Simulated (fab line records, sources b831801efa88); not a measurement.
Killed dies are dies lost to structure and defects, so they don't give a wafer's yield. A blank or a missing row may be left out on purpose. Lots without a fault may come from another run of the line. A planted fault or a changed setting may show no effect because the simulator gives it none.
fab line records | flow gf180mcu
record lots=5 wafers=15 last_day=34
route steps=602 shown CONTACT@313 M1@315 V1@335
lots that met no fault: from a run of the same line without faults
start_h: hours from the record's first day to the start of the lot's first wafer shown | wait_h: hours since the lot's step before | " the same as in the row above | L1.1+2: a row that stands for several wafers | - no value, or no start given | * or withheld: withheld | < > ~ a bound
route shown NAME@n: a module of which the file shows steps, and the number in the route of the first | usual: mean/standard deviation of fault-free wafers | same: alike in all rows | chamber/n: place in a boat | sites: the reading at each site | _std_site: their standard deviation | _edge_site: outer sites' mean less inner sites' | radius_mm: how far each site lies from the wafer's centre | mask NAME#n: copy n | behind: the tool/chamber that last shaped the wafer | hold: why the lot was held/for how many hours/how that ended | device: the transistor (n, p or np) that didn't switch | end of line: the same wafers' tests at the end of the route | a step without rows: its recipe alone | killed: dies lost to structure and defects at the first sort, not the wafer's yield | map: a wafer's dies, x killed, . not, _ none there
set.NAME: the setting as run; set.NAME@STEP: as run at that earlier step | model.NAME: the simulator's own value behind a step, which no gauge read
lots at some steps of the route; a table a step, a row a wafer
services: from which hour (start_h, from the record's first day; less than 0 if before it) a tool's chamber was out of use, for how many hours, and why
## steps
# step GF_CONTACT_THK_MEAS_26
# recipe thk_meas_gauge=xrf reads=W_of_CONTACT_CVD_24
# usual CONTACT_W_THK=302/7.3
# columns lot.wafer tool chamber start_h wait_h CONTACT_W_THK[nm]
L083.1 film_metro-03 - 444.35 0.1 298
L083.2 " - " " 310
L083.3 " - " " 300
L084.1 film_metro-03 - 461.69 0.1 310
L084.2 " - " " 302
L084.3 " - " " 309
L090.1 film_metro-04 - 509.96 0.1 309
L090.3 " - " " 301
L090.4 " - " " 310
L093.1 film_metro-04 - 526.83 0.1 299
L093.3 " - " " 304
L093.4 " - " " 296
L096.2 film_metro-03 - 552.92 0.1 297
L096.3 " - " " 300
L096.4 " - " " 298
# step GF_CONTACT_CMP_27
# recipe stop_on=SiO2 down_force_psi=3.446 platen_rpm=60 t_overpolish_s=15 target_thk_nm=0 pad_velocity_m_s=0.94248
# usual edge_zone_pressure_frac=1.000/0.0048 motor_current_A=11.1/0.99 overpolish_run_s=15.001/0.0095 time_to_endpoint_s=74/3.9
# columns lot.wafer tool chamber start_h wait_h edge_zone_pressure_frac motor_current_A overpolish_run_s time_to_endpoint_s
L083.3 cmp-02 2 444.46 0.1 0.993 10.3 15.000 69
L083.1 " 3 " " 0.994 10.2 14.999 73
L083.2 " 0 " " 0.998 10.5 15.012 72
L084.1 cmp-02 0 461.80 0.1 1.002 9.6 15.012 76
L084.3 " 1 " " 1.013 12.0 15.005 73
L084.2 " 2 " " 1.000 10.1 14.996 72
L090.3 cmp-01 1 510.02 0.0 1.001 10.7 15.004 77
L090.4 " 3 " " 0.995 11.1 15.008 83
L090.1 " 0 " " 0.993 11.8 15.004 74
L093.1 cmp-02 3 526.89 0.1 0.999 9.5 15.011 75
L093.4 " 1 " " 0.994 11.9 15.002 74
L093.3 " 2 " " 0.995 9.8 15.005 75
L096.3 cmp-01 3 552.97 0.0 0.998 11.3 15.000 78
L096.4 " 0 " " 1.005 11.7 15.002 73
L096.2 " 2 " " 1.000 12.6 14.992 76
# step GF_M1_SPUTTER_00
# recipe material=Ti target_thk_nm=37.5 arriving_ion_energy_ev=80 substrate_temp_c=200 chamber_pressure_pa=2 power_w=4000 time_s=150
# usual throttle_valve_pct=30.3/0.99
# columns lot.wafer tool chamber start_h wait_h throttle_valve_pct
L083.1 pvd_sputter-01 - 444.71 0.1 31.8
L083.2 " - " " 31.0
L083.3 " - " " 30.8
L084.1 pvd_sputter-04 - 462.05 0.2 28.3
L084.2 " - " " 30.4
L084.3 " - " " 30.2
L090.1 pvd_sputter-01 - 510.32 0.1 30.0
L090.3 " - " " 30.6
L090.4 " - " " 30.5
L093.1 pvd_sputter-03 - 527.19 0.2 31.2
L093.3 " - " " 28.2
L093.4 " - " " 29.4
L096.2 pvd_sputter-04 - 553.27 0.1 30.7
L096.3 " - " " 29.6
L096.4 " - " " 30.3
# step GF_M1_SPUTTER_01
# recipe material=TiN target_thk_nm=30 power_w=6500 time_s=25 chamber_pressure_pa=0.4
# usual throttle_valve_pct=30.3/0.99
# columns lot.wafer tool chamber start_h wait_h throttle_valve_pct
L083.1 pvd_sputter-01 - 444.81 0.1 32.1
L083.2 " - " " 30.8
L083.3 " - " " 30.7
L084.1 pvd_sputter-04 - 462.15 0.1 28.3
L084.2 " - " " 30.7
L084.3 " - " " 30.0
L090.1 pvd_sputter-01 - 510.42 0.1 30.0
L090.3 " - " " 31.0
L090.4 " - " " 30.7
L093.1 pvd_sputter-03 - 527.29 0.1 31.0
L093.3 " - " " 27.9
L093.4 " - " " 29.8
L096.2 pvd_sputter-04 - 553.37 0.1 30.5
L096.3 " - " " 29.4
L096.4 " - " " 30.1
# step GF_M1_SPUTTER_02
# recipe material=AlCu target_thk_nm=450 power_w=10600 time_s=23.9 chamber_pressure_pa=0.4
# usual throttle_valve_pct=30.3/1
# columns lot.wafer tool chamber start_h wait_h throttle_valve_pct
L083.1 pvd_sputter-01 - 444.84 0.0 31.8
L083.2 " - " " 30.7
L083.3 " - " " 30.7
L084.1 pvd_sputter-04 - 462.18 0.0 28.6
L084.2 " - " " 30.5
L084.3 " - " " 29.9
L090.1 pvd_sputter-01 - 510.46 0.0 29.9
L090.3 " - " " 30.9
L090.4 " - " " 30.7
L093.1 pvd_sputter-03 - 527.32 0.0 30.8
L093.3 " - " " 28.4
L093.4 " - " " 29.6
L096.2 pvd_sputter-04 - 553.40 0.0 30.6
L096.3 " - " " 29.5
L096.4 " - " " 30.2
# step GF_M1_SPUTTER_03
# recipe material=Ti target_thk_nm=10 substrate_temp_c=300 chamber_pressure_pa=0.3 power_w=3000 time_s=6.7
# usual throttle_valve_pct=30.3/1
# columns lot.wafer tool chamber start_h wait_h throttle_valve_pct
L083.1 pvd_sputter-01 - 444.87 0.0 31.8
L083.2 " - " " 30.8
L083.3 " - " " 30.8
L084.1 pvd_sputter-04 - 462.21 0.0 28.5
L084.2 " - " " 30.5
L084.3 " - " " 30.4
L090.1 pvd_sputter-01 - 510.49 0.0 30.1
L090.3 " - " " 30.8
L090.4 " - " " 31.0
L093.1 pvd_sputter-03 - 527.35 0.0 31.0
L093.3 " - " " 28.2
L093.4 " - " " 29.6
L096.2 pvd_sputter-04 - 553.43 0.0 30.4
L096.3 " - " " 29.7
L096.4 " - " " 30.2
# step GF_M1_SPUTTER_04
# recipe material=TiN target_thk_nm=50 power_w=6500 time_s=41.7 chamber_pressure_pa=0.4
# usual throttle_valve_pct=30.3/1
# columns lot.wafer tool chamber start_h wait_h throttle_valve_pct
L083.1 pvd_sputter-01 - 444.89 0.0 32.2
L083.2 " - " " 31.0
L083.3 " - " " 30.6
L084.1 pvd_sputter-04 - 462.23 0.0 28.4
L084.2 " - " " 30.6
L084.3 " - " " 30.3
L090.1 pvd_sputter-01 - 510.51 0.0 30.1
L090.3 " - " " 30.8
L090.4 " - " " 30.8
L093.1 pvd_sputter-03 - 527.37 0.0 31.0
L093.3 " - " " 28.3
L093.4 " - " " 29.7
L096.2 pvd_sputter-04 - 553.46 0.0 30.5
L096.3 " - " " 29.8
L096.4 " - " " 30.0
# step GF_M1_RS_MEAS_05
# recipe thk_meas_gauge=four-point-probe reads=TiN_of_M1_SPUTTER_04+Ti_of_M1_SPUTTER_03+AlCu_of_M1_SPUTTER_02+TiN_of_M1_SPUTTER_01+Ti_of_M1_SPUTTER_00
# usual M1_ALCU_RS=0.0691/0.00065
# columns lot.wafer tool chamber start_h wait_h M1_ALCU_RS[ohm/sq]
L083.1 film_metro-03 - 444.93 0.0 0.0693
L083.2 " - " " 0.0696
L083.3 " - " " 0.0702
L084.1 film_metro-01 - 462.27 0.0 0.0695
L084.2 " - " " 0.0689
L084.3 " - " " 0.0686
L090.1 film_metro-04 - 510.55 0.0 0.0696
L090.3 " - " " 0.0690
L090.4 " - " " 0.0694
L093.1 film_metro-03 - 527.41 0.0 0.0683
L093.3 " - " " 0.0685
L093.4 " - " " 0.0678
L096.2 film_metro-03 - 553.51 0.0 0.0687
L096.3 " - " " 0.0690
L096.4 " - " " 0.0687
# step GF_M1_THK_MEAS_06
# recipe thk_meas_gauge=xrf reads=AlCu_of_M1_SPUTTER_02
# usual M1_ALCU_THK=447/4.4
# columns lot.wafer tool chamber start_h wait_h M1_ALCU_THK[nm]
L083.1 film_metro-03 - 445.05 0.1 448
L083.2 " - " " 449
L083.3 " - " " 442
L084.1 film_metro-01 - 462.39 0.1 440
L084.2 " - " " 444
L084.3 " - " " 447
L090.1 film_metro-04 - 510.67 0.1 445
L090.3 " - " " 446
L090.4 " - " " 445
L093.1 film_metro-03 - 527.53 0.1 453
L093.3 " - " " 452
L093.4 " - " " 459
L096.2 film_metro-03 - 553.62 0.1 450
L096.3 " - " " 449
L096.4 " - " " 451
# step GF_M1_DEHYDRATE_07
# recipe temp_c=200 time_s=60
# usual chill_plate_temp_C=23.00/0.091 heater_power_total_W=160.37/0.13
# columns lot.wafer tool chamber start_h wait_h chill_plate_temp_C heater_power_total_W
L083.1 litho_track-02 0 456.53 11.5 23.08 160.49
L083.2 " 0 " " 22.81 160.51
L083.3 " 0 " " 22.99 160.47
L084.1 litho_track-04 0 473.81 11.4 23.15 160.21
L084.2 " 0 " " 23.15 160.39
L084.3 " 0 " " 22.96 160.25
L090.1 litho_track-04 0 521.41 10.7 23.11 160.54
L090.3 " 0 " " 23.06 160.53
L090.4 " 0 " " 22.87 160.18
L093.1 litho_track-01 0 538.29 10.8 22.99 160.57
L093.3 " 0 " " 23.19 160.45
L093.4 " 0 " " 23.09 160.57
L096.2 litho_track-01 0 563.92 10.3 22.92 160.58
L096.3 " 0 " " 23.00 160.36
L096.4 " 0 " " 22.92 160.52
# step GF_M1_HMDS_08
# recipe prime_time_s=60 prime_temp_c=120
# usual chill_plate_temp_C=23.02/0.098 prime_temp_c=119.98/0.14
# columns lot.wafer tool chamber start_h wait_h chill_plate_temp_C prime_temp_c
L083.1 litho_track-02 0 456.68 0.1 23.07 119.93
L083.2 " 0 " " 22.86 120.01
L083.3 " 0 " " 23.00 119.70
L084.1 litho_track-04 0 473.96 0.1 22.97 119.74
L084.2 " 0 " " 23.07 120.03
L084.3 " 0 " " 22.97 119.84
L090.1 litho_track-04 0 521.56 0.1 23.13 120.05
L090.3 " 0 " " 23.07 119.96
L090.4 " 0 " " 23.10 119.97
L093.1 litho_track-01 0 538.44 0.1 23.00 120.03
L093.3 " 0 " " 22.92 120.01
L093.4 " 0 " " 22.95 120.01
L096.2 litho_track-01 0 564.07 0.1 23.02 119.80
L096.3 " 0 " " 23.05 120.12
L096.4 " 0 " " 22.98 120.32
# step GF_M1_COAT_09
# recipe resist=KrF spin_rpm=withheld resist_thk_nm=1000
# usual chill_plate_temp_C=22.99/0.098
# columns lot.wafer tool chamber start_h wait_h chill_plate_temp_C
L083.1 litho_track-02 0 456.83 0.1 22.98
L083.2 " 0 " " 22.89
L083.3 " 0 " " 22.81
L084.1 litho_track-04 0 474.11 0.1 23.01
L084.2 " 0 " " 22.99
L084.3 " 0 " " 23.15
L090.1 litho_track-04 0 521.71 0.1 22.97
L090.3 " 0 " " 22.85
L090.4 " 0 " " 22.88
L093.1 litho_track-01 0 538.59 0.1 22.98
L093.3 " 0 " " 22.81
L093.4 " 0 " " 23.04
L096.2 litho_track-01 0 564.22 0.1 22.87
L096.3 " 0 " " 22.95
L096.4 " 0 " " 23.01
# step GF_M1_SOFTBAKE_10
# recipe temp_c=130 time_s=60 resist=KrF
# usual chill_plate_temp_C=22.98/0.13 heater_power_total_W=93.05/0.063
# columns lot.wafer tool chamber start_h wait_h chill_plate_temp_C heater_power_total_W
L083.1 litho_track-02 0 456.98 0.1 22.73 93.06
L083.2 " 0 " " 22.91 93.06
L083.3 " 0 " " 22.86 93.13
L084.1 litho_track-04 0 474.26 0.1 22.95 93.09
L084.2 " 0 " " 22.86 93.03
L084.3 " 0 " " 22.90 93.02
L090.1 litho_track-04 0 521.86 0.1 22.87 93.11
L090.3 " 0 " " 22.85 93.00
L090.4 " 0 " " 23.12 92.93
L093.1 litho_track-01 0 538.74 0.1 22.81 93.06
L093.3 " 0 " " 22.75 93.01
L093.4 " 0 " " 22.90 93.03
L096.2 litho_track-01 0 564.37 0.1 23.08 93.14
L096.3 " 0 " " 22.98 93.15
L096.4 " 0 " " 22.90 93.06
# step GF_M1_EXPOSE_11
# recipe mask_id=Metal1 target_cd_nm=230 na=0.68 source_shape=conventional sigma_outer=0.6 dose_mj=28
# same na=0.68
# columns lot.wafer tool chamber start_h wait_h mask
L083.1+2+3 krf_scanner-02 0 - - Metal1#0
L084.1+2+3 krf_scanner-02 0 - - Metal1#0
L090.1+3+4 krf_scanner-01 0 - - Metal1#0
L093.1+3+4 krf_scanner-01 0 - - Metal1#0
L096.2+3+4 krf_scanner-01 0 - - Metal1#0
# step GF_M1_PEB_12
# recipe peb_temp_c=135 peb_time_s=90 resist=KrF
# usual chill_plate_temp_C=23.00/0.12 heater_power_total_W=85.69/0.086
# columns lot.wafer tool chamber start_h wait_h chill_plate_temp_C heater_power_total_W
L083.1 litho_track-02 0 - - 23.00 85.74
L083.2 " 0 " " 23.18 85.76
L083.3 " 0 " " 23.02 85.77
L084.1 litho_track-02 0 - - 22.97 85.60
L084.2 " 0 " " 22.93 85.73
L084.3 " 0 " " 22.79 85.75
L090.1 litho_track-01 0 - - 22.88 85.91
L090.3 " 0 " " 23.11 85.54
L090.4 " 0 " " 23.10 85.66
L093.1 litho_track-02 0 - - 22.96 85.76
L093.3 " 0 " " 22.92 85.75
L093.4 " 0 " " 23.09 85.63
L096.2 litho_track-01 0 - - 23.07 85.82
L096.3 " 0 " " 23.15 85.62
L096.4 " 0 " " 23.30 85.63
# step GF_M1_DEVELOP_13
# recipe develop_time_s=60 dev_temp_c=21
# usual chill_plate_temp_C=23.02/0.11
# columns lot.wafer tool chamber start_h wait_h chill_plate_temp_C
L083.1 litho_track-02 0 468.23 0.2 22.81
L083.2 " 0 " " 23.11
L083.3 " 0 " " 23.02
L084.1 litho_track-02 0 486.33 0.2 23.10
L084.2 " 0 " " 22.91
L084.3 " 0 " " 23.12
L090.1 litho_track-01 0 533.54 0.2 23.06
L090.3 " 0 " " 23.03
L090.4 " 0 " " 23.00
L093.1 litho_track-02 0 550.48 0.2 23.22
L093.3 " 0 " " 22.99
L093.4 " 0 " " 23.18
L096.2 litho_track-01 0 575.52 0.2 22.89
L096.3 " 0 " " 23.00
L096.4 " 0 " " 23.09
# step GF_M1_CD_MEAS_14
# recipe target_cd_nm=230
# usual cd_nm=230.2/1.1
# columns lot.wafer tool chamber start_h wait_h cd_nm
L083.1 cd_sem-02 - 468.38 0.1 227.7
L083.2 " - " " 229.3
L083.3 " - " " 229.9
L084.1 cd_sem-02 - 486.48 0.1 230.7
L084.2 " - " " 230.9
L084.3 " - " " 230.7
L090.1 cd_sem-01 - 533.69 0.1 230.2
L090.3 " - " " 229.6
L090.4 " - " " 231.4
L093.1 cd_sem-02 - 550.63 0.1 231.3
L093.3 " - " " 230.2
L093.4 " - " " 231.4
L096.2 cd_sem-01 - 575.66 0.1 231.4
L096.3 " - " " 231.2
L096.4 " - " " 230.0
# step GF_M1_OVL_MEAS_15
# usual M1_OVL=-3/5.3
# columns lot.wafer tool chamber start_h wait_h M1_OVL[nm]
L083.1 overlay-02 - 468.50 0.1 4
L083.2 " - " " -10
L083.3 " - " " 2
L084.1 overlay-01 - 486.60 0.1 -3
L084.2 " - " " -7
L084.3 " - " " -1
L090.1 overlay-02 - 533.81 0.1 2
L090.3 " - " " -7
L090.4 " - " " -9
L093.1 overlay-02 - 550.75 0.1 4
L093.3 " - " " 4
L093.4 " - " " 2
L096.2 overlay-02 - 575.77 0.1 -4
L096.3 " - " " 1
L096.4 " - " " -13
# step GF_M1_METAL_ETCH_16
# recipe chemistry=Cl2/BCl3 mask_material=KrF target_depth_nm=627.5 stop_on=SiO2 pressure_mtorr=8 icp_w=800 bias_w=138.5 Cl2_flow_sccm=80 bcl3_flow_sccm=40 time_s=104.6
# usual drypump_motor_current_A=5.6/0.5 oes_product_au=0.974/0.0063 throttle_valve_pct=28.250/0.0091
# columns lot.wafer tool chamber start_h wait_h drypump_motor_current_A oes_product_au rf_hours_counter_h throttle_valve_pct
L083.1 rie_metal-03 0 468.53 0.0 6.3 0.971 5 28.247
L083.2 " 1 " " 4.9 0.965 9 28.254
L083.3 " 1 " " 5.0 0.961 - 28.254
L084.1 rie_metal-02 1 486.63 0.0 6.0 0.978 7 28.240
L084.2 " 0 " " 5.7 0.965 1 28.248
L084.3 " 0 " " 5.7 0.981 - 28.249
L090.1 rie_metal-01 1 533.85 0.0 4.8 0.980 10 28.251
L090.3 " 1 " " 4.8 0.982 - 28.251
L090.4 " 0 " " 5.7 0.975 - 28.258
L093.1 rie_metal-01 0 550.78 0.0 5.7 0.972 2 28.250
L093.3 " 1 " " 4.8 0.976 - 28.243
L093.4 " 0 " " 5.7 0.968 - 28.245
L096.2 rie_metal-01 0 575.84 0.1 5.7 0.972 - 28.247
L096.3 " 0 " " 5.7 0.966 - 28.262
L096.4 " 0 " " 5.7 0.965 - 28.244
# step GF_M1_STRIP_17
# recipe chemistry=O2/N2 power_w=1400 pressure_mtorr=1500 platen_temp_c=250 o2_flow_sccm=3000 n2_flow_sccm=300 overash_fraction=0.5
# usual drypump_motor_current_A=5.74/0.29 heater_power_w=358/40 oes_product_au=0.558/0.005 strip_time_to_endpoint_s=7.89/0.051
# columns lot.wafer tool chamber start_h wait_h drypump_motor_current_A heater_power_w oes_product_au rf_hours_counter_h strip_time_to_endpoint_s
L083.1 plasma_asher-02 0 468.65 0.1 5.51 315 0.559 71 7.83
L083.2 " 1 " " 5.60 296 0.561 71 7.87
L083.3 " 0 " " 5.51 329 0.565 - 7.88
L084.1 plasma_asher-03 0 486.75 0.1 5.45 398 0.549 40 7.86
L084.2 " 1 " " 5.86 370 0.556 40 7.88
L084.3 " 1 " " 5.83 365 0.552 - 7.93
L090.1 plasma_asher-02 0 533.96 0.1 5.53 321 0.556 78 7.84
L090.3 " 1 " " 5.58 290 0.549 - 7.79
L090.4 " 0 " " 5.53 326 0.556 - 7.91
L093.1 plasma_asher-03 0 550.90 0.1 5.46 389 0.556 46 7.93
L093.3 " 0 " " 5.45 389 0.558 - 7.85
L093.4 " 1 " " 5.86 372 0.559 - 7.96
L096.2 plasma_asher-03 1 576.02 0.1 5.80 375 0.562 49 7.96
L096.3 " 0 " " 5.46 398 0.570 - 7.98
L096.4 " 1 " " 5.82 367 0.560 - 8.00
# step GF_M1_STRIP_18
# recipe chemistry=post_etch_residue_remover time_s=1200 temp_c=72.5
# usual temp_c=72.50/0.13
# columns lot.wafer tool chamber start_h wait_h temp_c
L083.1 wet_bench-03 0 468.75 0.1 72.52
L083.2 " 0 " " 72.59
L083.3 " 0 " " 72.59
L084.1 wet_bench-03 3 486.85 0.1 72.54
L084.2 " 3 " " 72.42
L084.3 " 3 " " 72.58
L090.1 wet_bench-01 1 534.06 0.1 72.58
L090.3 " 1 " " 72.62
L090.4 " 1 " " 72.59
L093.1 wet_bench-03 3 551.00 0.1 72.61
L093.3 " 3 " " 72.41
L093.4 " 3 " " 72.51
L096.2 wet_bench-02 2 576.12 0.1 72.42
L096.3 " 2 " " 72.42
L096.4 " 2 " " 72.69
# step GF_M1_CLEAN_19
# recipe chemistry=DIW dry=n2_spin
# columns lot.wafer tool chamber start_h wait_h
L083.1+2+3 wet_bench-02 0 469.09 0.0
L084.1+2+3 wet_bench-03 3 487.22 0.0
L090.1+3+4 wet_bench-03 0 534.40 0.0
L093.1+3+4 wet_bench-01 3 551.34 0.0
L096.2+3+4 wet_bench-01 1 576.46 0.0
# step GF_V1_CVD_00
# recipe material=SiO2 target_thk_nm=600 sigma_open_frac=0.3 temp_c=400 time_s=100 sih4_flow_sccm=60 pressure_mtorr=6
# columns lot.wafer tool chamber start_h wait_h
L083.1+2+3 hdpcvd-01 0,1,2 469.18 0.0
L084.1+2+3 hdpcvd-02 2,1,0 487.32 0.0
L090.1+3+4 hdpcvd-02 2,0,0 534.49 0.0
L093.1+3+4 hdpcvd-02 0,1,1 551.43 0.0
L096.2+3+4 hdpcvd-01 0,1,0 576.56 0.0
# step GF_V1_THK_MEAS_01
# recipe reads=SiO2_of_V1_CVD_00
# usual V1_CVD_00_THK=599/7.4
# columns lot.wafer tool chamber start_h wait_h V1_CVD_00_THK[nm]
L083.1 film_metro-02 - 469.25 0.0 600
L083.2 " - " " 601
L083.3 " - " " 604
L084.1 film_metro-02 - 487.39 0.0 601
L084.2 " - " " 602
L084.3 " - " " 610
L090.1 film_metro-01 - 534.57 0.0 598
L090.3 " - " " 589
L090.4 " - " " 595
L093.1 film_metro-02 - 551.50 0.0 596
L093.3 " - " " 602
L093.4 " - " " 597
L096.2 film_metro-04 - 576.64 0.0 600
L096.3 " - " " 598
L096.4 " - " " 602
# step GF_V1_CVD_02
# recipe material=SiO2 target_thk_nm=850 precursor=TEOS temp_c=400 time_s=94.851 rf_w=600
# usual heater_power_w=761/120
# columns lot.wafer tool chamber start_h wait_h heater_power_w
L083.1 pecvd-03 2 469.31 0.1 897
L083.2 " 0 " " 861
L083.3 " 1 " " 695
L084.1 pecvd-01 0 487.45 0.1 736
L084.2 " 1 " " 939
L084.3 " 2 " " 535
L090.1 pecvd-04 2 534.63 0.1 899
L090.3 " 1 " " 835
L090.4 " 0 " " 597
L093.1 pecvd-01 1 551.56 0.1 931
L093.3 " 0 " " 787
L093.4 " 0 " " 819
L096.2 pecvd-01 2 576.69 0.0 674
L096.3 " 0 " " 779
L096.4 " 0 " " 807
# step GF_V1_THK_MEAS_03
# recipe reads=SiO2_of_V1_CVD_02
# usual V1_CVD_02_THK=852/12
# columns lot.wafer tool chamber start_h wait_h V1_CVD_02_THK[nm]
L083.1 film_metro-04 - 469.38 0.0 839
L083.2 " - " " 824
L083.3 " - " " 837
L084.1 film_metro-04 - 487.52 0.0 841
L084.2 " - " " 851
L084.3 " - " " 850
L090.1 film_metro-04 - 534.70 0.0 849
L090.3 " - " " 847
L090.4 " - " " 860
L093.1 film_metro-01 - 551.63 0.0 867
L093.3 " - " " 847
L093.4 " - " " 861
L096.2 film_metro-04 - 576.77 0.0 859
L096.3 " - " " 847
L096.4 " - " " 860
# step GF_V1_CMP_04
# recipe material=SiO2 down_force_psi=4 platen_rpm=60 pad_velocity_m_s=0.94248
# usual edge_zone_pressure_frac=1.000/0.0051 motor_current_A=12.6/1 time_to_endpoint_s=84/6.2
# columns lot.wafer tool chamber start_h wait_h edge_zone_pressure_frac motor_current_A time_to_endpoint_s
L083.1 cmp-01 0 469.49 0.1 1.002 13.6 77
L083.3 " 1 " " 1.002 11.9 82
L083.2 " 2 " " 1.002 14.2 79
L084.1 cmp-01 0 487.63 0.1 0.999 12.7 77
L084.3 " 1 " " 1.005 12.1 85
L084.2 " 2 " " 0.999 13.8 85
L090.3 cmp-01 1 534.76 0.0 0.999 11.2 83
L090.1 " 2 " " 1.002 13.5 83
L090.4 " 0 " " 1.002 12.5 79
L093.1 cmp-01 1 551.69 0.1 1.000 11.3 93
L093.3 " 3 " " 1.004 12.8 86
L093.4 " 0 " " 0.989 12.7 83
L096.3 cmp-01 2 576.87 0.1 0.997 13.9 81
L096.2 " 3 " " 1.002 12.3 86
L096.4 " 0 " " 1.003 12.8 79
# step GF_V1_BOW_MEAS_05
# recipe mode=bow
# usual V1_BOW=82/6.7
# columns lot.wafer tool chamber start_h wait_h V1_BOW[um]
L083.1 film_metro-04 - 469.74 0.2 85
L083.2 " - " " 75
L083.3 " - " " 76
L084.1 film_metro-04 - 487.88 0.2 89
L084.2 " - " " 82
L084.3 " - " " 90
L090.1 film_metro-04 - 535.06 0.2 73
L090.3 " - " " 87
L090.4 " - " " 93
L093.1 film_metro-01 - 551.99 0.2 72
L093.3 " - " " 73
L093.4 " - " " 85
L096.2 film_metro-02 - 577.14 0.2 95
L096.3 " - " " 84
L096.4 " - " " 83
# step GF_V1_DEHYDRATE_06
# recipe temp_c=200 time_s=60
# usual chill_plate_temp_C=22.98/0.11 heater_power_total_W=160.37/0.11
# columns lot.wafer tool chamber start_h wait_h chill_plate_temp_C heater_power_total_W
L083.1 litho_track-01 0 481.44 11.7 23.12 160.45
L083.2 " 0 " " 23.00 160.35
L083.3 " 0 " " 22.89 160.20
L084.1 litho_track-03 0 498.90 11.0 22.88 160.50
L084.2 " 0 " " 23.08 160.46
L084.3 " 0 " " 22.91 160.35
L090.1 litho_track-04 0 545.56 10.5 22.89 160.45
L090.3 " 0 " " 23.10 160.35
L090.4 " 0 " " 22.90 160.22
L093.1 litho_track-04 0 562.41 10.4 22.99 160.54
L093.3 " 0 " " 23.10 160.24
L093.4 " 0 " " 23.00 160.37
L096.2 litho_track-01 0 587.22 10.1 22.97 160.41
L096.3 " 0 " " 23.09 160.24
L096.4 " 0 " " 22.88 160.47
# step GF_V1_HMDS_07
# recipe prime_time_s=60 prime_temp_c=120
# usual chill_plate_temp_C=23.00/0.097 prime_temp_c=120.02/0.13
# columns lot.wafer tool chamber start_h wait_h chill_plate_temp_C prime_temp_c
L083.1 litho_track-01 0 481.59 0.1 23.04 120.17
L083.2 " 0 " " 22.93 120.18
L083.3 " 0 " " 23.03 120.09
L084.1 litho_track-03 0 499.05 0.1 22.98 120.20
L084.2 " 0 " " 22.86 120.20
L084.3 " 0 " " 22.86 120.03
L090.1 litho_track-04 0 545.71 0.1 23.02 120.01
L090.3 " 0 " " 22.99 119.80
L090.4 " 0 " " 22.91 120.01
L093.1 litho_track-04 0 562.56 0.1 23.09 120.19
L093.3 " 0 " " 22.84 120.02
L093.4 " 0 " " 23.05 120.10
L096.2 litho_track-01 0 587.37 0.1 22.92 120.21
L096.3 " 0 " " 22.97 120.42
L096.4 " 0 " " 23.00 120.05
# step GF_V1_COAT_08
# recipe resist=BARC temp_c=withheld time_s=withheld spin_rpm=withheld resist_thk_nm=withheld
# usual chill_plate_temp_C=*
# columns lot.wafer tool chamber start_h wait_h chill_plate_temp_C
L083.1 litho_track-01 0 481.74 0.1 *
L083.2 " 0 " " *
L083.3 " 0 " " *
L084.1 litho_track-03 0 499.20 0.1 *
L084.2 " 0 " " *
L084.3 " 0 " " *
L090.1 litho_track-04 0 545.86 0.1 *
L090.3 " 0 " " *
L090.4 " 0 " " *
L093.1 litho_track-04 0 562.71 0.1 *
L093.3 " 0 " " *
L093.4 " 0 " " *
L096.2 litho_track-01 0 587.52 0.1 *
L096.3 " 0 " " *
L096.4 " 0 " " *
# step GF_V1_COAT_09
# recipe resist=KrF spin_rpm=withheld resist_thk_nm=1000
# usual chill_plate_temp_C=22.99/0.11
# columns lot.wafer tool chamber start_h wait_h chill_plate_temp_C
L083.1 litho_track-01 0 - - 23.09
L083.2 " 0 " " 23.14
L083.3 " 0 " " 22.90
L084.1 litho_track-03 0 - - 22.88
L084.2 " 0 " " 22.86
L084.3 " 0 " " 22.88
L090.1 litho_track-04 0 - - 23.06
L090.3 " 0 " " 22.82
L090.4 " 0 " " 22.87
L093.1 litho_track-04 0 - - 23.08
L093.3 " 0 " " 23.02
L093.4 " 0 " " 22.98
L096.2 litho_track-01 0 - - 22.95
L096.3 " 0 " " 22.89
L096.4 " 0 " " 22.82
# step GF_V1_SOFTBAKE_10
# recipe temp_c=130 time_s=60 resist=KrF
# usual chill_plate_temp_C=23.01/0.1 heater_power_total_W=93.04/0.064
# columns lot.wafer tool chamber start_h wait_h chill_plate_temp_C heater_power_total_W
L083.1 litho_track-01 0 - - 22.99 93.07
L083.2 " 0 " " 23.06 93.08
L083.3 " 0 " " 23.11 93.15
L084.1 litho_track-03 0 - - 23.11 93.05
L084.2 " 0 " " 23.03 93.04
L084.3 " 0 " " 23.05 93.09
L090.1 litho_track-04 0 - - 23.06 93.14
L090.3 " 0 " " 22.90 93.08
L090.4 " 0 " " 22.91 93.06
L093.1 litho_track-04 0 - - 23.08 93.10
L093.3 " 0 " " 22.93 93.00
L093.4 " 0 " " 23.03 93.04
L096.2 litho_track-01 0 - - 23.02 93.07
L096.3 " 0 " " 23.05 93.16
L096.4 " 0 " " 22.98 92.91
# step GF_V1_EXPOSE_11
# recipe mask_id=Via1 target_cd_nm=260 na=0.68 source_shape=conventional sigma_outer=0.6 dose_mj=38
# same na=0.68
# columns lot.wafer tool chamber start_h wait_h mask
L083.1+2+3 krf_scanner-01 0 - - Via1#0
L084.1+2+3 krf_scanner-02 0 - - Via1#0
L090.1+3+4 krf_scanner-01 0 - - Via1#0
L093.1+3+4 krf_scanner-01 0 - - Via1#0
L096.2+3+4 krf_scanner-02 0 - - Via1#0
## services
# columns tool chamber start_h hours kind
krf_scanner-01 - 425.70 1.0 pm
plasma_asher-03 - 427.70 8.8 repair
wet_bench-01 - 429.96 90.8 repair
krf_scanner-02 - 433.82 0.8 pm
cmp-01 - 436.01 2.5 repair
krf_scanner-01 - 436.08 1.3 pm
cmp-01 - 437.94 0.7 repair
cmp-02 - 457.89 3.8 repair
cmp-01 - 469.91 5.7 pm
krf_scanner-01 - 471.33 0.8 pm
rie_metal-01 - 475.69 2.8 pm
krf_scanner-02 - 485.41 1.3 repair
krf_scanner-02 - 508.36 4.0 pm
hdpcvd-02 - 514.31 1.2 repair
pecvd-01 2 514.77 4.8 repair
krf_scanner-02 - 520.41 1.0 pm
rie_metal-01 1 520.86 10.0 repair
cmp-02 - 523.37 2.8 repair
cmp-02 - 530.13 3.2 pm
pecvd-01 0 540.49 5.1 repair
pvd_sputter-04 - 541.43 3.4 repair
krf_scanner-02 - 543.95 5.1 repair
plasma_asher-03 - 547.57 2.9 repair
cmp-01 - 572.00 4.0 pm
## key
fault none
